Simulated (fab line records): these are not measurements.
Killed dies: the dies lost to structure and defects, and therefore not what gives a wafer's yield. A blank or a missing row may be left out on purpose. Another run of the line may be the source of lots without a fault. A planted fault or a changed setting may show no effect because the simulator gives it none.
Comparing a struck lot with a sound one    flow sfq line    28 steps out of a route of 325
Sound: the wafers L601.1, L601.2, L601.3. Struck: wafers L603.3, L603.4, L603.5. The cause is given at the end.
Order at every step that has rows: each side's tool, ch and its chambers, its first start. Under that, the readings that differ: sound wafers    struck wafers    difference of the means    sigmas: that difference in standard deviations of wafers without a fault.
alike: readings with means less than 2 such deviations apart, plus words and numbers identical on both sides. not compared: withheld readings, readings lacking a value on some wafer, bounds such as >300 that could conceal the same value, and numbers that have no deviation in the record and whose values overlap.
A row with sigmas, a row that says differs or no value, or rows on one side alone: a step with any of these is where the two part. Numbers that don't overlap but have no deviation are shown without sigmas and don't part them. Lack of a reading on every wafer of one side parts them only where that side has two or more wafers.

first, 6 steps without rows for these wafers: SFQ_TRILAYER_M2_LITHO_COAT_062 (resist thk 62 nm); SFQ_TRILAYER_M2_LITHO_COAT_057 (resist thk 600 nm); SFQ_TRILAYER_M2_LITHO_SOFTBAKE_061; SFQ_TRILAYER_M2_LITHO_EXPOSE_058 (exposes mask M2, target cd 500 nm); SFQ_TRILAYER_M2_LITHO_PEB_060 (peb time 60 s); SFQ_TRILAYER_M2_LITHO_DEVELOP_059 (time 60 s).
SFQ_M2_OVL_MEAS_916:
  sound on overlay-02 at day 22 18:13; struck on overlay-02 at day 23 17:05
reading      sound    struck  difference  sigmas
M2_OVL (nm)  -5 -6 4  6 9 10  +11         +2
SFQ_TRILAYER_M2_BARC_OPEN_METAL_ETCH_077: etches BARC in O2, target depth 125 nm, time 41.7 s.
  sound on rie metal-01 ch 0,1, day 22 18:15; struck on rie metal-04 ch 0,1, day 23 17:07
  alike: drypump motor current A, oes product au, rf fwd power W
  not compared: rf hours counter h
SFQ_TRILAYER_M2_ETCH_METAL_ETCH_060: etches Nb in Cl2/Ar, stops on SiO2, target depth 240 nm, time 120 s.
  sound on rie metal-01 ch 0,1, day 22 18:19; struck on rie metal-04 ch 0,1, day 23 17:12
  alike: drypump motor current A, oes product au, rf fwd power W
  not compared: rf hours counter h
SFQ_TRILAYER_M2_STRIP_STRIP_061: strips in O2.
  sound on rie metal-01 ch 0,1, day 22 18:26; struck on rie metal-04 ch 0,1, day 23 17:29
  alike: drypump motor current A, oes product au, platen temp c
  not compared: rf hours counter h
then, 2 steps without rows for these wafers: SFQ_TRILAYER_M2_STRIP_SOLV_CLEAN_062 (cleans in NMP, time 600 s); SFQ_TRILAYER_I2_DEP_PECVD_063 (deposits SiO2 from SiH4/N2O, time 111.11 s, target thk 500 nm).
SFQ_TRILAYER_I2_CMP_CMP_064: polishes SiO2.
  sound on cmp-01 ch 1,2,3, day 23 03:25; struck on cmp-02 ch 0,1,3, day 24 03:30
reading                                              sound              struck             difference  sigmas
model.SiO2_of_TRILAYER_I2_DEP_PECVD_063.thk nm (nm)  201.2 200.3 200.4  220.3 219.8 221.1  +19.8       
  alike: motor current A, time to endpoint s
SFQ_I2_BOW_MEAS_917:
  sound on film metro-03 at day 23 05:55; struck on film metro-03 at day 24 06:02
  alike: I2_BOW
SFQ_TRILAYER_I2_METRO_MEASURE_065:
  sound on film metro-03 at day 23 06:02; struck on film metro-03 at day 24 06:31
reading      sound              struck             difference  sigmas
thk nm (nm)  201.1 200.3 200.3  220.1 219.8 221.1  +19.8       +21
then, 6 steps without rows for these wafers: SFQ_TRILAYER_I2_VIA_LITHO_COAT_072 (resist thk 62 nm); SFQ_TRILAYER_I2_VIA_LITHO_COAT_067 (resist thk 650 nm); SFQ_TRILAYER_I2_VIA_LITHO_SOFTBAKE_071; SFQ_TRILAYER_I2_VIA_LITHO_EXPOSE_068 (exposes mask I2, target cd 500 nm); SFQ_TRILAYER_I2_VIA_LITHO_PEB_070 (peb time 60 s); SFQ_TRILAYER_I2_VIA_LITHO_DEVELOP_069 (time 60 s).
-- the record jumps here: 6 days lie between the struck wafers' starts before and after --
SFQ_I2_OVL_MEAS_918:
  sound on overlay-01 at day 29 14:44; struck on overlay-01 at day 30 15:29
  alike: I2_OVL
then, 1 step without rows for these wafers: SFQ_TRILAYER_I2_VIA_BARC_OPEN_VIA_ETCH_096 (etches BARC in O2, target depth 125 nm, time 41.7 s).
SFQ_TRILAYER_I2_VIA_ETCH_VIA_ETCH_070: etches SiO2 in CHF3, stops on Nb, target depth 260 nm.
  sound on rie diel-02 ch 0,1,2, day 29 14:49; struck on rie diel-04 ch 1,2,3, day 30 15:33
reading                         sound              struck             difference  sigmas
oes product au (a.u.)           0.847 0.855 0.856  0.903 0.900 0.900  +0.048      +10
model.I2.feature depth nm (nm)  201.2 200.3 200.4  220.3 219.8 221.1  +19.8       
model.etch.depth nm (nm)        201.2 200.3 200.4  220.3 219.8 221.1  +19.8       
  alike: drypump motor current A, rf fwd power W
SFQ_TRILAYER_I2_VIA_STRIP_STRIP_071: strips in O2.
  sound on rie metal-01 ch 0,1, day 29 14:56; struck on rie metal-01 ch 0,1, day 30 15:52
  alike: drypump motor current A, oes product au, platen temp c
  not compared: rf hours counter h
then, 1 step without rows for these wafers: SFQ_TRILAYER_I2_VIA_STRIP_SOLV_CLEAN_072 (cleans in NMP, time 600 s).
SFQ_TRILAYER_M3_DEP_PRE_CLEAN_074: time 22.5 s.
  sound on pvd sputter-06 at day 29 15:43; struck on pvd sputter-05 at day 30 16:26
reading                                              sound              struck             difference  sigmas
model.SiO2_of_TRILAYER_I2_DEP_PECVD_063.thk nm (nm)  193.7 192.8 192.9  212.8 212.3 213.6  +19.8       
SFQ_TRILAYER_M3_DEP_SPUTTER_073: material Nb, target thk 200 nm, time 133.3 s.
  sound on pvd sputter-06 at day 29 15:45; struck on pvd sputter-05 at day 30 16:28
  alike: cathode dc power W, chamber pressure pa, throttle valve pct

== WHERE THEY PART ==
First at SFQ_M2_OVL_MEAS_916; last, within this record, at SFQ_TRILAYER_I2_VIA_ETCH_VIA_ETCH_070. Later steps at which nothing parts them and some readings are alike: SFQ_TRILAYER_I2_VIA_STRIP_STRIP_071, SFQ_TRILAYER_M3_DEP_SPUTTER_073.

WHY: the cause the simulator had injected
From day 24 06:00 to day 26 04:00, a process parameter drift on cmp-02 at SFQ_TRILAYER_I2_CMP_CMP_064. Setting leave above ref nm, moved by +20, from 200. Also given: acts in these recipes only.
